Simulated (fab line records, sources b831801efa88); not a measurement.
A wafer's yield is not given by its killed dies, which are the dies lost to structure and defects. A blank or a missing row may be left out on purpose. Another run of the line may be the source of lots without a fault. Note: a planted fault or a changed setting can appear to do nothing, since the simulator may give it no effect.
Which tool was responsible? :: flow gf180mcu :: Sampling: 15 lots, 45 wafers, 5 of 602 route steps

== WHAT THE GAUGES READ, wafer by wafer ==
GF_STI_THK_MEAS_24. Usual: for STI_CVD_23_THK the level is 650 nm and the standard deviation is 7.6.
lot: L171
measured: day 2 04:17
on: film-metro-02
STI_CVD_23_THK (nm): 643 638 632
flag: 

lot: L174
measured: day 2 19:22
on: film-metro-03
STI_CVD_23_THK (nm): 651 652 649
flag: 

lot: L175
measured: day 2 23:58
on: film-metro-02
STI_CVD_23_THK (nm): 659 652 653
flag: 

lot: L176
measured: day 3 05:06
on: film-metro-02
STI_CVD_23_THK (nm): 660 655 657
flag: 

lot: L177
measured: day 3 10:29
on: film-metro-04
STI_CVD_23_THK (nm): 648 648 649
flag: 

lot: L178
measured: day 3 15:27
on: film-metro-02
STI_CVD_23_THK (nm): 656 660 652
flag: 

lot: L184
measured: day 5 02:55
on: film-metro-03
STI_CVD_23_THK (nm): 661 661 663
flag: 

lot: L185
measured: day 5 04:23
on: film-metro-03
STI_CVD_23_THK (nm): 655 655 644
flag: 

lot: L186
measured: day 5 09:19
on: film-metro-02
STI_CVD_23_THK (nm): 650 654 654
flag: 

lot: L187
measured: day 5 13:35
on: film-metro-04
STI_CVD_23_THK (nm): 651 652 653
flag: 

lot: L189
measured: day 6 00:18
on: film-metro-03
STI_CVD_23_THK (nm): 651 642 651
flag: 

lot: L190
measured: day 6 06:54
on: film-metro-02
STI_CVD_23_THK (nm): 653 649 653
flag: 

lot: L191
measured: day 6 11:54
on: film-metro-02
STI_CVD_23_THK (nm): 645 642 644
flag: 

lot: L193
measured: day 6 20:42
on: film-metro-03
STI_CVD_23_THK (nm): 638 637 635
flag: 

lot: L194
measured: day 7 03:43
on: film-metro-02
STI_CVD_23_THK (nm): 650 651 648
flag: 

GF_VT_IMPLANT_TW_MEAS_32. Usual: for VT_IMPLANT_3_TW the level is 268.2 and the standard deviation is 1.6.
lot: L171
measured: day 6 23:20
on: film-metro-03
VT_IMPLANT_3_TW: 269.4 267.2 267.8
flag: 

lot: L174
measured: day 7 16:42
on: film-metro-04
VT_IMPLANT_3_TW: 266.3 266.3 267.1
flag: 

lot: L175
measured: day 7 23:45
on: film-metro-03
VT_IMPLANT_3_TW: 269.6 268.2 267.8
flag: 

lot: L176
measured: day 8 08:01
on: film-metro-01
VT_IMPLANT_3_TW: 270.6 269.2 270.2
flag: 

lot: L177
measured: day 8 18:41
on: film-metro-01
VT_IMPLANT_3_TW: 269.4 270.1 271.5
flag: 

lot: L178
measured: day 8 18:52
on: film-metro-03
VT_IMPLANT_3_TW: 268.4 268.2 268.9
flag: 

lot: L184
measured: day 10 17:08
on: film-metro-04
VT_IMPLANT_3_TW: 29.7 29.6 29.6
flag: OFF

lot: L185
measured: day 10 18:44
on: film-metro-04
VT_IMPLANT_3_TW: 29.6 29.7 29.6
flag: OFF

lot: L186
measured: day 11 01:18
on: film-metro-04
VT_IMPLANT_3_TW: 29.9 30.0 29.8
flag: OFF

lot: L187
measured: day 11 10:11
on: film-metro-03
VT_IMPLANT_3_TW: 270.4 268.8 269.3
flag: 

lot: L189
measured: day 11 22:20
on: film-metro-01
VT_IMPLANT_3_TW: 271.4 270.0 271.1
flag: 

lot: L190
measured: day 12 04:05
on: film-metro-03
VT_IMPLANT_3_TW: 268.3 268.7 270.2
flag: 

lot: L191
measured: day 12 10:39
on: film-metro-04
VT_IMPLANT_3_TW: 267.3 267.0 266.6
flag: 

lot: L193
measured: day 12 23:53
on: film-metro-04
VT_IMPLANT_3_TW: 265.4 267.2 266.1
flag: 

lot: L194
measured: day 13 07:51
on: film-metro-03
VT_IMPLANT_3_TW: 268.3 267.8 267.2
flag: 

GF_HV_LDD_OVL_MEAS_08. Usual: for HV_LDD_OVL the level is 0.4 nm and the standard deviation is 1.5.
lot: L171
measured: day 10 00:33
on: overlay-01
HV_LDD_OVL (nm): 0.4 0.0 2.5
flag: 

lot: L174
measured: day 10 21:51
on: overlay-02
HV_LDD_OVL (nm): 0.2 1.0 -0.2
flag: 

lot: L175
measured: day 11 06:14
on: overlay-02
HV_LDD_OVL (nm): 0.7 2.1 0.1
flag: 

lot: L176
measured: day 11 14:18
on: overlay-01
HV_LDD_OVL (nm): 1.9 -0.1 2.2
flag: 

lot: L177
measured: day 12 03:17
on: overlay-02
HV_LDD_OVL (nm): 2.4 3.6 2.2
flag: 

lot: L178
measured: day 12 04:32
on: overlay-02
HV_LDD_OVL (nm): 0.0 -1.8 -0.4
flag: 

lot: L187
measured: day 15 04:34
on: overlay-01
HV_LDD_OVL (nm): 0.0 -2.1 -0.6
flag: 

lot: L189
measured: day 15 15:08
on: overlay-01
HV_LDD_OVL (nm): -0.8 -0.6 -0.9
flag: 

lot: L190
measured: day 16 02:41
on: overlay-01
HV_LDD_OVL (nm): 0.8 -0.4 0.8
flag: 

lot: L191
measured: day 16 08:20
on: overlay-02
HV_LDD_OVL (nm): 0.4 2.2 -0.4
flag: 

lot: L193
measured: day 16 23:30
on: overlay-01
HV_LDD_OVL (nm): 2.4 2.3 1.9
flag: 

lot: L194
measured: day 17 08:25
on: overlay-02
HV_LDD_OVL (nm): -1.1 -0.5 1.6
flag: 

== WHAT TOOL EACH LOT RAN ON (gives the tool, then ch and the chambers of the sampled wafers, and finally the start) ==
lot: L171
GF_DNWELL_STRIP_08: plasma-asher-03 ch 0,1, day 2 19:41
GF_VT_IMPLANT_IMPLANT_30: implanter-04 ch 0, day 6 23:07

lot: L174
GF_DNWELL_STRIP_08: plasma-asher-01 ch 0,1, day 3 10:46
GF_VT_IMPLANT_IMPLANT_30: implanter-02 ch 0, day 7 16:28

lot: L175
GF_DNWELL_STRIP_08: plasma-asher-02 ch 1, day 3 15:55
GF_VT_IMPLANT_IMPLANT_30: implanter-03 ch 0, day 7 23:31

lot: L176
GF_DNWELL_STRIP_08: plasma-asher-02 ch 0,1, day 3 21:58
GF_VT_IMPLANT_IMPLANT_30: implanter-02 ch 0, day 8 07:47

lot: L177
GF_DNWELL_STRIP_08: plasma-asher-01 ch 0,1, day 4 03:37
GF_VT_IMPLANT_IMPLANT_30: implanter-03 ch 0, day 8 18:26

lot: L178
GF_DNWELL_STRIP_08: plasma-asher-02 ch 1, day 4 07:23
GF_VT_IMPLANT_IMPLANT_30: implanter-02 ch 0, day 8 18:37

lot: L184
GF_DNWELL_STRIP_08: plasma-asher-03 ch 0,1, day 5 20:38
GF_VT_IMPLANT_IMPLANT_30: implanter-03, day 10 16:53

lot: L185
GF_DNWELL_STRIP_08: plasma-asher-02 ch 0,1, day 5 21:44
GF_VT_IMPLANT_IMPLANT_30: implanter-03, day 10 18:29

lot: L186
GF_DNWELL_STRIP_08: plasma-asher-03 ch 0,1, day 6 03:14
GF_VT_IMPLANT_IMPLANT_30: implanter-02, day 11 01:04

lot: L187
GF_DNWELL_STRIP_08: plasma-asher-02 ch 0,1, day 6 10:25
GF_VT_IMPLANT_IMPLANT_30: implanter-04 ch 0, day 11 09:56

lot: L189
GF_DNWELL_STRIP_08: plasma-asher-02 ch 0,1, day 6 20:31
GF_VT_IMPLANT_IMPLANT_30: implanter-03 ch 0, day 11 22:05

lot: L190
GF_DNWELL_STRIP_08: plasma-asher-01 ch 0,1, day 7 00:46
GF_VT_IMPLANT_IMPLANT_30: implanter-03 ch 0, day 12 03:50

lot: L191
GF_DNWELL_STRIP_08: plasma-asher-01 ch 0,1, day 7 05:22
GF_VT_IMPLANT_IMPLANT_30: implanter-03 ch 0, day 12 10:25

lot: L193
GF_DNWELL_STRIP_08: plasma-asher-01 ch 0,1, day 7 16:28
GF_VT_IMPLANT_IMPLANT_30: implanter-02 ch 0, day 12 23:40

lot: L194
GF_DNWELL_STRIP_08: plasma-asher-02 ch 0,1, day 7 22:19
GF_VT_IMPLANT_IMPLANT_30: implanter-02 ch 0, day 13 07:37
- GF_DNWELL_STRIP_08: strips in O2/N2.
- GF_VT_IMPLANT_IMPLANT_30

== AS READ BY THE TOOLS THEMSELVES (means over the sampled wafers that have a number; for cases with no such wafer, the mark the record gives instead) ==
GF_DNWELL_STRIP_08. Usual: drypump-motor-current-A 6.0 A, standard deviation 0.39; heater-power-w 319 W, standard deviation 47; oes-product-au 0.722 a.u., standard deviation 0.0047; strip-time-to-endpoint-s 36.95 s, standard deviation 0.11.
lot: L171
tool: plasma-asher-03
drypump-motor-current-A (A): 6.3
heater-power-w (W): 305
oes-product-au (a.u.): 0.721
strip-time-to-endpoint-s (s): 37.00
flag: 

lot: L174
tool: plasma-asher-01
drypump-motor-current-A (A): 5.6
heater-power-w (W): 309
oes-product-au (a.u.): 0.724
strip-time-to-endpoint-s (s): 36.90
flag: 

lot: L175
tool: plasma-asher-02
drypump-motor-current-A (A): 6.0
heater-power-w (W): 335
oes-product-au (a.u.): 0.718
strip-time-to-endpoint-s (s): 36.97
flag: 

lot: L176
tool: plasma-asher-02
drypump-motor-current-A (A): 5.9
heater-power-w (W): 308
oes-product-au (a.u.): 0.719
strip-time-to-endpoint-s (s): 36.98
flag: 

lot: L177
tool: plasma-asher-01
drypump-motor-current-A (A): 5.6
heater-power-w (W): 307
oes-product-au (a.u.): 0.727
strip-time-to-endpoint-s (s): 36.96
flag: 

lot: L178
tool: plasma-asher-02
drypump-motor-current-A (A): 6.0
heater-power-w (W): 340
oes-product-au (a.u.): 0.723
strip-time-to-endpoint-s (s): 37.02
flag: 

lot: L184
tool: plasma-asher-03
drypump-motor-current-A (A): 6.3
heater-power-w (W): 298
oes-product-au (a.u.): 0.723
strip-time-to-endpoint-s (s): 37.08
flag: 

lot: L185
tool: plasma-asher-02
drypump-motor-current-A (A): 5.9
heater-power-w (W): 315
oes-product-au (a.u.): 0.719
strip-time-to-endpoint-s (s): 36.74
flag: 

lot: L186
tool: plasma-asher-03
drypump-motor-current-A (A): 6.3
heater-power-w (W): 300
oes-product-au (a.u.): 0.722
strip-time-to-endpoint-s (s): 36.98
flag: 

lot: L187
tool: plasma-asher-02
drypump-motor-current-A (A): 5.9
heater-power-w (W): 325
oes-product-au (a.u.): 0.723
strip-time-to-endpoint-s (s): 36.72
flag: 

lot: L189
tool: plasma-asher-02
drypump-motor-current-A (A): 5.9
heater-power-w (W): 329
oes-product-au (a.u.): 0.720
strip-time-to-endpoint-s (s): 37.11
flag: 

lot: L190
tool: plasma-asher-01
drypump-motor-current-A (A): 5.9
heater-power-w (W): 314
oes-product-au (a.u.): 0.724
strip-time-to-endpoint-s (s): 36.89
flag: 

lot: L191
tool: plasma-asher-01
drypump-motor-current-A (A): 5.9
heater-power-w (W): 312
oes-product-au (a.u.): 0.724
strip-time-to-endpoint-s (s): 36.88
flag: 

lot: L193
tool: plasma-asher-01
drypump-motor-current-A (A): 5.9
heater-power-w (W): 309
oes-product-au (a.u.): 0.724
strip-time-to-endpoint-s (s): 36.90
flag: 

lot: L194
tool: plasma-asher-02
drypump-motor-current-A (A): 5.9
heater-power-w (W): 313
oes-product-au (a.u.): 0.722
strip-time-to-endpoint-s (s): 36.98
flag: 

GF_VT_IMPLANT_IMPLANT_30. Usual: beam-energy-keV 24.998, standard deviation 0.0098; beam-on-s 10.03 s, standard deviation 0.22.
lot: L171
tool: implanter-04
beam-energy-keV: 24.999
beam-on-s (s): 9.95
flag: 

lot: L174
tool: implanter-02
beam-energy-keV: 25.004
beam-on-s (s): 10.01
flag: 

lot: L175
tool: implanter-03
beam-energy-keV: 25.004
beam-on-s (s): 10.00
flag: 

lot: L176
tool: implanter-02
beam-energy-keV: 25.008
beam-on-s (s): 9.95
flag: 

lot: L177
tool: implanter-03
beam-energy-keV: 25.010
beam-on-s (s): 10.01
flag: 

lot: L178
tool: implanter-02
beam-energy-keV: 24.994
beam-on-s (s): 9.99
flag: 

lot: L184
tool: implanter-03
beam-energy-keV: -
beam-on-s (s): -
flag: OFF

lot: L185
tool: implanter-03
beam-energy-keV: -
beam-on-s (s): -
flag: OFF

lot: L186
tool: implanter-02
beam-energy-keV: -
beam-on-s (s): -
flag: OFF

lot: L187
tool: implanter-04
beam-energy-keV: 25.000
beam-on-s (s): 9.95
flag: 

lot: L189
tool: implanter-03
beam-energy-keV: 25.000
beam-on-s (s): 9.98
flag: 

lot: L190
tool: implanter-03
beam-energy-keV: 25.008
beam-on-s (s): 9.79
flag: 

lot: L191
tool: implanter-03
beam-energy-keV: 24.989
beam-on-s (s): 9.86
flag: 

lot: L193
tool: implanter-02
beam-energy-keV: 24.988
beam-on-s (s): 10.20
flag: 

lot: L194
tool: implanter-02
beam-energy-keV: 24.999
beam-on-s (s): 10.14
flag: 

== THE ANSWER, worked out from the rows above alone ==
Rule: a lot is off if the mean of its wafers that have a number lies more than 3 standard deviations from the usual mean. A lot without any number at a reading at which 4 lots or more have one is off too. All remaining lots with rows at the step are treated as sound. The gauges are gone through in route order, then the tools' own readings, and for those a lot's mean is taken as printed above. At the first step where some lot is off, the reading lying furthest off is the one used; lots without a number count as furthest.
Off: L184, L185, L186, at GF_VT_IMPLANT_TW_MEAS_32 (VT_IMPLANT_3_TW).
A tool fits if, at a process step before that reading, it ran every lot that is off, and no sound lot after the first of them. Not tried: the gauges at GF_VT_IMPLANT_TW_MEAS_32; whatever is off there is also off at GF_VT_IMPLANT_IMPLANT_30, on other tools, and gauge error can't account for it. Of those tried, none fits.

== WHAT WAS PUT IN BY THE SIMULATOR ==
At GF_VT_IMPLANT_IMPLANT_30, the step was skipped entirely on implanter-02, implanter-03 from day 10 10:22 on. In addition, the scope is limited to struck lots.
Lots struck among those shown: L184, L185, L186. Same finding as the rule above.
